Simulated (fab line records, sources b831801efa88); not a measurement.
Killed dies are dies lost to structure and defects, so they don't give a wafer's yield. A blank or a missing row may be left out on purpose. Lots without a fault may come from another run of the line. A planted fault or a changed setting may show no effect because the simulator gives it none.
fab line records | flow gf180mcu | part 2 of 2: steps 29 to 37 of 37
record lots=5 wafers=15 last_day=33
route steps=602 shown DUAL_GATE@142 POLY_GATE@157 HV_LDD@176
lots that met no fault: from a run of the same line without faults
start_h: hours from the record's first day to the start of the lot's first wafer shown | wait_h: hours since the lot's step before | " the same as in the row above | L1.1+2: a row that stands for several wafers | - no value, or no start given | * or withheld: withheld | < > ~ a bound
route shown NAME@n: a module of which the file shows steps, and the number in the route of the first | usual: mean/standard deviation of fault-free wafers | same: alike in all rows | chamber/n: place in a boat | sites: the reading at each site | _std_site: their standard deviation | _edge_site: outer sites' mean less inner sites' | radius_mm: how far each site lies from the wafer's centre | mask NAME#n: copy n | behind: the tool/chamber that last shaped the wafer | hold: why the lot was held/for how many hours/how that ended | device: the transistor (n, p or np) that didn't switch | end of line: the same wafers' tests at the end of the route | a step without rows: its recipe alone | killed: dies lost to structure and defects at the first sort, not the wafer's yield | map: a wafer's dies, x killed, . not, _ none there
set.NAME: the setting as run; set.NAME@STEP: as run at that earlier step | model.NAME: the simulator's own value behind a step, which no gauge read
lots at some steps of the route; a table a step, a row a wafer
services: from which hour (start_h, from the record's first day; less than 0 if before it) a tool's chamber was out of use, for how many hours, and why
## steps
# step GF_POLY_GATE_ETCH_13
# recipe target=poly-Si target_depth_nm=198.5 stop_on=SiO2 over_etch_frac=0.403 chemistry=HBr/Cl2 icp_w=400 bias_w=100 pressure_mtorr=10 HBr_flow_sccm=150 Cl2_flow_sccm=50 time_s=66.32
# usual chamber_pressure_mTorr=10.000/0.0094 drypump_motor_current_A=6.0/0.5 oes_product_au=0.995/0.015 throttle_valve_pct=33.685/0.0089
# same over_etch_frac=0.403
# columns lot.wafer tool chamber start_h wait_h chamber_pressure_mTorr drypump_motor_current_A oes_product_au rf_hours_counter_h throttle_valve_pct
L081.1 rie_si-01 0 244.29 - 10.011 6.5 0.983 48 33.676
L081.2 " 2 " " 9.994 6.3 1.005 0 33.691
L081.6 " 1 " " 9.992 5.3 1.015 - 33.685
L083.1 rie_si-01 0 262.77 - 10.002 6.5 0.975 48 33.663
L083.3 " 1 " " 9.989 5.2 1.008 69 33.697
L083.6 " 2 " " 9.986 6.3 0.989 - 33.688
L085.4 rie_si-01 0 275.31 - 9.988 6.5 0.983 48 33.670
L085.5 " 0 " " 10.002 6.5 0.981 - 33.681
L085.6 " 1 " " 10.006 5.2 1.025 - 33.700
L088.1 rie_si-02 1 294.09 - 10.006 5.8 0.979 21 33.686
L088.2 " 3 " " 9.971 6.1 1.011 5 33.672
L088.6 " 1 " " 9.994 5.8 0.979 - 33.694
L092.2 rie_si-02 3 326.24 - 10.001 6.1 1.007 5 33.694
L092.4 " 1 " " 10.015 5.8 0.982 21 33.677
L092.6 " 2 " " 9.994 5.7 1.019 - 33.686
# step GF_POLY_GATE_STRIP_14
# recipe chemistry=O2/N2 power_w=1400 pressure_mtorr=1500 platen_temp_c=250 o2_flow_sccm=3000 n2_flow_sccm=300 overash_fraction=0.5
# usual chamber_pressure_mTorr=1499.9/1.3 drypump_motor_current_A=5.4/0.63 heater_power_w=299/23 o2_flow_sccm=2999/8.8 oes_product_au=0.507/0.0047
# columns lot.wafer tool chamber start_h wait_h chamber_pressure_mTorr drypump_motor_current_A heater_power_w o2_flow_sccm oes_product_au rf_hours_counter_h
L081.1 plasma_asher-04 0 244.34 0.0 1498.0 4.7 311 3004 0.517 59
L081.2 " 1 " " 1500.8 5.1 256 2992 0.507 59
L081.6 " 1 " " 1500.5 5.1 256 3000 0.506 -
L083.1 plasma_asher-01 1 262.82 0.0 1497.9 4.9 304 2998 0.501 63
L083.3 " 1 " " 1502.8 4.9 318 2999 0.503 -
L083.6 " 1 " " 1499.3 4.9 302 2981 0.506 -
L085.4 plasma_asher-04 0 275.40 0.1 1498.4 4.7 315 3007 0.504 -
L085.5 " 0 " " 1501.0 4.7 317 2992 0.507 -
L085.6 " 1 " " 1499.6 5.1 262 3005 0.502 -
L088.1 plasma_asher-03 1 294.14 0.0 1499.4 5.7 310 2984 0.503 49
L088.2 " 0 " " 1500.4 6.1 291 3007 0.512 49
L088.6 " 1 " " 1499.2 5.7 302 2991 0.506 -
L092.2 plasma_asher-01 1 326.29 0.0 1499.4 4.9 306 2991 0.511 69
L092.4 " 0 " " 1498.7 6.4 325 3020 0.508 -
L092.6 " 1 " " 1499.1 4.9 319 2995 0.505 -
# step GF_POLY_GATE_CLEAN_15
# recipe chemistry=SC1/SC2 mix=1:4:20 temp_c=70 time_s=150 dry=n2_spin
# columns lot.wafer tool chamber start_h wait_h
L081.1+2+6 wet_bench-02 1 244.44 0.1
L083.1+3+6 wet_bench-01 2 262.92 0.1
L085.4+5+6 wet_bench-03 0 275.50 0.1
L088.1+2+6 wet_bench-03 1 294.24 0.1
L092.2+4+6 wet_bench-03 0 326.39 0.1
# step GF_POLY_GATE_OXIDATION_16
# recipe temp_c=850 ambient=O2 stabilise_s=600 purge_s=300 target_thk_a=40 ox_time_s=899
# usual spike_tc_centre_C=850.6/1.1 spike_tc_top_C=861.7/1.5 tube_center_temp_C=850.01/0.088 zone_power_top_pct=27.2/2.1
# columns lot.wafer tool chamber start_h wait_h spike_tc_centre_C spike_tc_top_C tube_center_temp_C zone_power_top_pct
L081.1 furnace-02 0 244.51 0.0 851.0 862.7 850.02 30.1
L081.2 " 0 " " 848.1 863.1 850.00 29.9
L081.6 " 0 " " 851.8 862.9 850.11 29.6
L083.1 furnace-01 0 263.02 0.0 850.7 861.8 849.99 25.6
L083.3 " 0 " " 849.9 859.9 849.96 25.6
L083.6 " 0 " " 851.3 860.7 849.94 25.5
L085.4 furnace-02 0 276.51 1.0 849.0 864.2 850.05 29.0
L085.5 " 0 " " 849.4 862.5 850.00 29.6
L085.6 " 0 " " 851.6 863.4 849.87 29.2
L088.1 furnace-01 0 294.29 0.0 851.1 860.5 849.87 25.6
L088.2 " 0 " " 850.4 861.4 850.03 24.9
L088.6 " 0 " " 851.3 861.1 849.86 25.4
L092.2 furnace-02 0 326.51 0.1 850.8 864.2 849.95 29.4
L092.4 " 0 " " 850.7 862.9 850.04 29.9
L092.6 " 0 " " 851.0 862.7 850.05 29.8
# step GF_POLY_GATE_THK_MEAS_17
# recipe reads=SiO2_of_POLY_GATE_OXIDATION_16
# usual POLY_GATE_OXIDATION_THK=4.00/0.069
# columns lot.wafer tool chamber start_h wait_h POLY_GATE_OXIDATION_THK[nm]
L081.1 film_metro-01 - 245.76 0.0 4.06
L081.2 " - " " 3.95
L081.6 " - " " 4.02
L083.1 film_metro-04 - 264.27 0.0 4.00
L083.3 " - " " 4.00
L083.6 " - " " 3.93
L085.4 film_metro-02 - 277.79 0.0 4.04
L085.5 " - " " 4.12
L085.6 " - " " 3.97
L088.1 film_metro-04 - 295.54 0.0 4.04
L088.2 " - " " 4.00
L088.6 " - " " 4.01
L092.2 film_metro-02 - 327.77 0.0 3.94
L092.4 " - " " 3.94
L092.6 " - " " 3.95
# step GF_POLY_GATE_CD_MEAS_18
# usual cd_nm=279.5/2
# columns lot.wafer tool chamber start_h wait_h cd_nm
L081.1 cd_sem-01 - 245.82 0.1 279.7
L081.2 " - " " 278.0
L081.6 " - " " 278.4
L083.1 cd_sem-02 - 264.33 0.1 279.2
L083.3 " - " " 277.3
L083.6 " - " " 278.4
L085.4 cd_sem-02 - 277.91 0.1 282.4
L085.5 " - " " 280.7
L085.6 " - " " 279.9
L088.1 cd_sem-01 - 295.60 0.1 278.6
L088.2 " - " " 275.7
L088.6 " - " " 280.6
L092.2 cd_sem-02 - 327.85 0.1 277.7
L092.4 " - " " 282.9
L092.6 " - " " 280.7
# step GF_HV_LDD_DEHYDRATE_00
# recipe temp_c=200 time_s=60
# usual plate_temp_C=200.01/0.15
# columns lot.wafer tool chamber start_h wait_h plate_temp_C
L081.1 litho_track-03 0 254.67 8.8 200.01
L081.2 " 0 " " 199.88
L081.6 " 0 " " 200.02
L083.1 litho_track-01 0 273.18 8.8 200.25
L083.3 " 0 " " 200.12
L083.6 " 0 " " 200.23
L085.4 litho_track-01 0 286.76 8.8 200.13
L085.5 " 0 " " 200.03
L085.6 " 0 " " 200.13
L088.1 litho_track-04 0 305.46 9.8 199.83
L088.2 " 0 " " 199.89
L088.6 " 0 " " 200.31
L092.2 litho_track-03 0 338.05 10.2 200.18
L092.4 " 0 " " 199.96
L092.6 " 0 " " 199.99
# step GF_HV_LDD_HMDS_01
# recipe prime_time_s=60 prime_temp_c=120
# columns lot.wafer tool chamber start_h wait_h
L081.1+2+6 litho_track-03 0 254.82 0.1
L083.1+3+6 litho_track-01 0 273.33 0.1
L085.4+5+6 litho_track-01 0 286.91 0.1
L088.1+2+6 litho_track-04 0 305.61 0.1
L092.2+4+6 litho_track-03 0 338.20 0.1
# step GF_HV_LDD_COAT_02
# recipe resist=NOVOLAK spin_rpm=3000 resist_thk_nm=1000
# columns lot.wafer tool chamber start_h wait_h
L081.1+2+6 litho_track-03 0 254.97 0.1
L083.1+3+6 litho_track-01 0 273.48 0.1
L085.4+5+6 litho_track-01 0 287.06 0.1
L088.1+2+6 litho_track-04 0 305.76 0.1
L092.2+4+6 litho_track-03 0 338.35 0.1
## services
# columns tool chamber start_h hours kind
iline_stepper-02 - 184.79 12.6 repair
rie_diel-03 2 185.50 5.7 repair
wet_bench-02 - 187.06 3.4 repair
rie_si-02 - 187.97 0.4 repair
iline_stepper-02 - 188.08 1.1 repair
furnace-02 - 189.64 3.5 pm
krf_scanner-02 - 190.86 4.3 repair
rie_si-01 2 200.90 1.0 repair
krf_scanner-02 - 209.24 1.5 repair
plasma_asher-01 - 213.72 3.4 repair
wet_bench-03 - 234.46 0.5 repair
rie_diel-04 3 248.07 5.2 repair
rie_diel-04 2 250.25 8.4 repair
krf_scanner-02 - 252.60 3.6 pm
krf_scanner-02 - 266.25 1.0 pm
lpcvd-02 - 271.54 1.4 repair
wet_bench-02 - 273.92 7.3 repair
krf_scanner-02 - 298.05 0.8 pm
krf_scanner-02 - 302.61 1.6 repair
plasma_asher-04 - 306.02 0.6 repair
rie_si-01 - 313.66 2.8 pm
krf_scanner-02 - 328.01 1.6 repair
krf_scanner-02 - 331.13 1.3 pm
iline_stepper-01 - 334.80 13.8 repair
